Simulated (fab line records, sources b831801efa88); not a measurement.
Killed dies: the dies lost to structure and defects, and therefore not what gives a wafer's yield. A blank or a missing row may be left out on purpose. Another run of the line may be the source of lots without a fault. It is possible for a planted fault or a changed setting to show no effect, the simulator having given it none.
fab line records -- flow sky130
[record] lots = 6, wafers = 18, last-day = 50
route steps=708 shown METAL2@484
lots that met no fault: taken from a fault-free run of the same line
start-h: hours from the record's first day to the start of the lot's first wafer shown -- wait-h: hours elapsed since this lot's preceding step -- " unchanged from the row above -- L1.1+2: several wafers, shown together as one row -- - either no value or no given start -- * or withheld: withheld -- < > ~ a bound
route shown NAME@n: names a module that has steps shown in the file, with the first one's number in the route -- usual: mean/standard deviation of fault-free wafers -- same: alike in all rows -- chamber/n: place in a boat -- sites: per-site readings -- _std_site: their standard deviation -- _edge_site: the outer-site mean with the inner-site mean subtracted -- radius-mm: for every site, how far away it sits from the centre of the wafer -- mask NAME#n: copy n -- behind: the tool/chamber that last shaped the wafer -- hold: reason for holding the lot/hours on hold/outcome of the hold -- device: whichever transistor did not switch (one of n, p or np) -- end of line: tests of these same wafers at the route's end -- a step without rows: its recipe alone -- killed: dies lost to structure and defects at the first sort, not the wafer's yield -- map: the dies of a wafer, with x for killed, . for not killed, _ for no die there
set.NAME: setting as actually run; set.NAME@STEP: the setting as run at that earlier step -- model.NAME: the simulator's own value behind a step, which no gauge read
certain route steps with their lots: each step a table, each wafer a row
services: a tool's chamber out of use, with start hour (start-h, from the record's first day; less than 0 if before it), hours out, and reason
[[steps]]
[step SKY_METAL2_SPUTTER_01]
[recipe] material = TiN, target-thk-nm = 20, power-w = 6500, time-s = 16.7, chamber-pressure-pa = 0.4
[usual] throttle-valve-pct = 30.3/1.4
lot.wafer,tool,chamber,start-h,wait-h,throttle-valve-pct
L406.2,pvd-sputter-04,-,833.77,0.0,32.9
L406.3,pvd-sputter-04,-,833.77,0.0,28.8
L406.5,pvd-sputter-04,-,833.77,0.0,31.3
L411.1,pvd-sputter-03,-,883.07,0.0,31.1
L411.4,pvd-sputter-03,-,883.07,0.0,30.2
L411.5,pvd-sputter-03,-,883.07,0.0,30.2
L413.1,pvd-sputter-02,-,886.05,0.0,28.9
L413.4,pvd-sputter-02,-,886.05,0.0,30.4
L413.5,pvd-sputter-02,-,886.05,0.0,31.9
L415.2,pvd-sputter-04,-,904.63,0.0,28.9
L415.5,pvd-sputter-04,-,904.63,0.0,29.1
L415.6,pvd-sputter-04,-,904.63,0.0,32.8
L420.2,pvd-sputter-04,-,934.08,0.0,29.0
L420.3,pvd-sputter-04,-,934.08,0.0,32.7
L420.4,pvd-sputter-04,-,934.08,0.0,29.0
L421.1,pvd-sputter-04,-,937.56,0.0,29.3
L421.3,pvd-sputter-04,-,937.56,0.0,33.0
L421.6,pvd-sputter-04,-,937.56,0.0,29.2
[step SKY_METAL2_SPUTTER_02]
[recipe] material = AlCu, target-thk-nm = 250, power-w = 10600, time-s = 13.3, chamber-pressure-pa = 0.4
[usual] throttle-valve-pct = 30.2/1.4
lot.wafer,tool,chamber,start-h,wait-h,throttle-valve-pct
L406.2,pvd-sputter-04,-,833.80,0.0,33.3
L406.3,pvd-sputter-04,-,833.80,0.0,28.8
L406.5,pvd-sputter-04,-,833.80,0.0,31.3
L411.1,pvd-sputter-03,-,883.10,0.0,30.9
L411.4,pvd-sputter-03,-,883.10,0.0,29.8
L411.5,pvd-sputter-03,-,883.10,0.0,30.0
L413.1,pvd-sputter-02,-,886.08,0.0,28.9
L413.4,pvd-sputter-02,-,886.08,0.0,30.0
L413.5,pvd-sputter-02,-,886.08,0.0,31.9
L415.2,pvd-sputter-04,-,904.65,0.0,29.3
L415.5,pvd-sputter-04,-,904.65,0.0,28.7
L415.6,pvd-sputter-04,-,904.65,0.0,33.0
L420.2,pvd-sputter-04,-,934.11,0.0,28.7
L420.3,pvd-sputter-04,-,934.11,0.0,32.9
L420.4,pvd-sputter-04,-,934.11,0.0,29.0
L421.1,pvd-sputter-04,-,937.59,0.0,29.0
L421.3,pvd-sputter-04,-,937.59,0.0,33.1
L421.6,pvd-sputter-04,-,937.59,0.0,29.0
[step SKY_METAL2_SPUTTER_03]
[recipe] material = Ti, target-thk-nm = 5, power-w = 3000, time-s = 3.3, chamber-pressure-pa = 0.4
[usual] throttle-valve-pct = 30.2/1.4
lot.wafer,tool,chamber,start-h,wait-h,throttle-valve-pct
L406.2,pvd-sputter-04,-,833.82,0.0,33.0
L406.3,pvd-sputter-04,-,833.82,0.0,28.9
L406.5,pvd-sputter-04,-,833.82,0.0,31.3
L411.1,pvd-sputter-03,-,883.12,0.0,30.7
L411.4,pvd-sputter-03,-,883.12,0.0,30.3
L411.5,pvd-sputter-03,-,883.12,0.0,29.8
L413.1,pvd-sputter-02,-,886.10,0.0,28.9
L413.4,pvd-sputter-02,-,886.10,0.0,30.1
L413.5,pvd-sputter-02,-,886.10,0.0,32.1
L415.2,pvd-sputter-04,-,904.68,0.0,29.2
L415.5,pvd-sputter-04,-,904.68,0.0,29.1
L415.6,pvd-sputter-04,-,904.68,0.0,32.7
L420.2,pvd-sputter-04,-,934.13,0.0,28.9
L420.3,pvd-sputter-04,-,934.13,0.0,33.0
L420.4,pvd-sputter-04,-,934.13,0.0,29.2
L421.1,pvd-sputter-04,-,937.61,0.0,28.9
L421.3,pvd-sputter-04,-,937.61,0.0,32.9
L421.6,pvd-sputter-04,-,937.61,0.0,28.9
[step SKY_METAL2_SPUTTER_04]
[recipe] material = TiN, target-thk-nm = 70, power-w = 6500, time-s = 58.3, chamber-pressure-pa = 0.4
[usual] throttle-valve-pct = 30.2/1.4
lot.wafer,tool,chamber,start-h,wait-h,throttle-valve-pct
L406.2,pvd-sputter-04,-,833.84,0.0,32.9
L406.3,pvd-sputter-04,-,833.84,0.0,28.9
L406.5,pvd-sputter-04,-,833.84,0.0,31.4
L411.1,pvd-sputter-03,-,883.14,0.0,31.0
L411.4,pvd-sputter-03,-,883.14,0.0,29.7
L411.5,pvd-sputter-03,-,883.14,0.0,29.9
L413.1,pvd-sputter-02,-,886.12,0.0,28.9
L413.4,pvd-sputter-02,-,886.12,0.0,30.5
L413.5,pvd-sputter-02,-,886.12,0.0,31.9
L415.2,pvd-sputter-04,-,904.70,0.0,29.1
L415.5,pvd-sputter-04,-,904.70,0.0,28.8
L415.6,pvd-sputter-04,-,904.70,0.0,33.0
L420.2,pvd-sputter-04,-,934.15,0.0,28.9
L420.3,pvd-sputter-04,-,934.15,0.0,33.0
L420.4,pvd-sputter-04,-,934.15,0.0,29.0
L421.1,pvd-sputter-04,-,937.63,0.0,29.0
L421.3,pvd-sputter-04,-,937.63,0.0,32.7
L421.6,pvd-sputter-04,-,937.63,0.0,28.8
[step SKY_METAL2_RS_MEAS_05]
[recipe] thk-meas-gauge = four-point-probe, reads = TiN_of_METAL2_SPUTTER_04+Ti_of_METAL2_SPUTTER_03+AlCu_of_METAL2_SPUTTER_02+TiN_of_METAL2_SPUTTER_01+Ti_of_METAL2_SPUTTER_00
[usual] METAL2_ALCU_RS = 0.1263/0.0015
lot.wafer,tool,chamber,start-h,wait-h,METAL2_ALCU_RS[ohm/sq]
L406.2,film-metro-01,-,833.91,0.0,0.1241
L406.3,film-metro-01,-,833.91,0.0,0.1247
L406.5,film-metro-01,-,833.91,0.0,0.1238
L411.1,film-metro-03,-,883.19,0.0,0.1247
L411.4,film-metro-03,-,883.19,0.0,0.1254
L411.5,film-metro-03,-,883.19,0.0,0.1240
L413.1,film-metro-01,-,886.17,0.0,0.1248
L413.4,film-metro-01,-,886.17,0.0,0.1257
L413.5,film-metro-01,-,886.17,0.0,0.1257
L415.2,film-metro-04,-,904.76,0.0,0.1269
L415.5,film-metro-04,-,904.76,0.0,0.1259
L415.6,film-metro-04,-,904.76,0.0,0.1254
L420.2,film-metro-01,-,934.22,0.0,0.1258
L420.3,film-metro-01,-,934.22,0.0,0.1258
L420.4,film-metro-01,-,934.22,0.0,0.1269
L421.1,film-metro-01,-,937.68,0.0,0.1251
L421.3,film-metro-01,-,937.68,0.0,0.1254
L421.6,film-metro-01,-,937.68,0.0,0.1263
[step SKY_METAL2_THK_MEAS_06]
[recipe] thk-meas-gauge = xrf, reads = AlCu_of_METAL2_SPUTTER_02
[usual] METAL2_ALCU_THK = 253/3.1
lot.wafer,tool,chamber,start-h,wait-h,METAL2_ALCU_THK[nm]
L406.2,film-metro-01,-,834.02,0.1,257
L406.3,film-metro-01,-,834.02,0.1,257
L406.5,film-metro-01,-,834.02,0.1,260
L411.1,film-metro-03,-,883.31,0.1,254
L411.4,film-metro-03,-,883.31,0.1,256
L411.5,film-metro-03,-,883.31,0.1,256
L413.1,film-metro-01,-,886.29,0.1,255
L413.4,film-metro-01,-,886.29,0.1,257
L413.5,film-metro-01,-,886.29,0.1,254
L415.2,film-metro-04,-,904.87,0.1,254
L415.5,film-metro-04,-,904.87,0.1,256
L415.6,film-metro-04,-,904.87,0.1,257
L420.2,film-metro-01,-,934.33,0.1,257
L420.3,film-metro-01,-,934.33,0.1,252
L420.4,film-metro-01,-,934.33,0.1,253
L421.1,film-metro-01,-,937.80,0.1,256
L421.3,film-metro-01,-,937.80,0.1,256
L421.6,film-metro-01,-,937.80,0.1,253
[step SKY_METAL2_DEHYDRATE_07]
[recipe] temp-c = 200, time-s = 60
[step SKY_METAL2_HMDS_08]
[recipe] prime-time-s = 60, prime-temp-c = 120
[step SKY_METAL2_COAT_09]
[recipe] resist = BARC, temp-c = withheld, time-s = withheld, spin-rpm = 3000, resist-thk-nm = 60
[step SKY_METAL2_COAT_10]
[recipe] resist = KrF-thick, spin-rpm = 3000, resist-thk-nm = 450
[step SKY_METAL2_SOFTBAKE_11]
[recipe] temp-c = 100, time-s = 90, resist = KrF-thick
[step SKY_METAL2_EXPOSE_12]
[recipe] mask-id = MM2, na = 0.8, source-shape = annular, sigma-inner = 0.55, sigma-outer = 0.85, target-cd-nm = 140, dose-mj = 28
[step SKY_METAL2_PEB_13]
[recipe] peb-temp-c = withheld, peb-time-s = withheld, resist = KrF-thick
[usual] chill-plate-temp-C = *, exhaust-pa = 44.9/0.81
lot.wafer,tool,chamber,start-h,wait-h,chill-plate-temp-C,exhaust-pa
L406.2,litho-track-04,0,861,-,*,45.9
L406.3,litho-track-04,0,861,-,*,45.0
L406.5,litho-track-04,0,861,-,*,45.1
L411.1,litho-track-03,0,908,-,*,43.8
L411.4,litho-track-03,0,908,-,*,43.1
L411.5,litho-track-03,0,908,-,*,43.9
L413.1,litho-track-04,-,912,-,-,-
L413.4,litho-track-04,-,912,-,-,-
L413.5,litho-track-04,-,912,-,-,-
L415.2,litho-track-04,-,930,-,-,-
L415.5,litho-track-04,-,930,-,-,-
L415.6,litho-track-04,-,930,-,-,-
L420.2,litho-track-04,0,958,-,*,45.7
L420.3,litho-track-04,0,958,-,*,44.5
L420.4,litho-track-04,0,958,-,*,45.9
L421.1,litho-track-01,0,960,-,*,44.6
L421.3,litho-track-01,0,961,-,*,45.1
L421.6,litho-track-01,0,961,-,*,44.0
[step SKY_METAL2_DEVELOP_14]
[recipe] develop-time-s = 60, resist = KrF-thick, dev-temp-c = 21
[[services]]
tool,chamber,start-h,hours,kind
pvd-sputter-02,-,817.51,1.0,repair
pvd-sputter-04,-,956.39,2.9,repair
[[key]]
[first-sign] step = SKY_METAL2_PEB_13, reading = tool-record, direction = missing
effect none on later readings
met-at SKY_METAL2_PEB_13
struck-wafers L413.1,L413.4,L413.5,L415.2,L415.5,L415.6
later-rows-left-out L413.1,L413.4,L413.5,L415.2,L415.5,L415.6
sort-left-out L413.1,L413.4,L413.5,L415.2,L415.5,L415.6
onset-between 908 912
[fault] kind = skipped-step-whole, tool = litho-track-03,litho-track-04, chamber = -, onset-h = 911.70, steps = SKY_METAL2_PEB_13, scope = struck-lots-only
// sort-left-out: the simulated sort isn't trusted on such a fault, so these wafers' sort isn't shown, and their yield isn't known
// later-rows-left-out: the simulator's readings of these wafers behind a module that went badly wrong aren't trusted and aren't shown, but for the sort
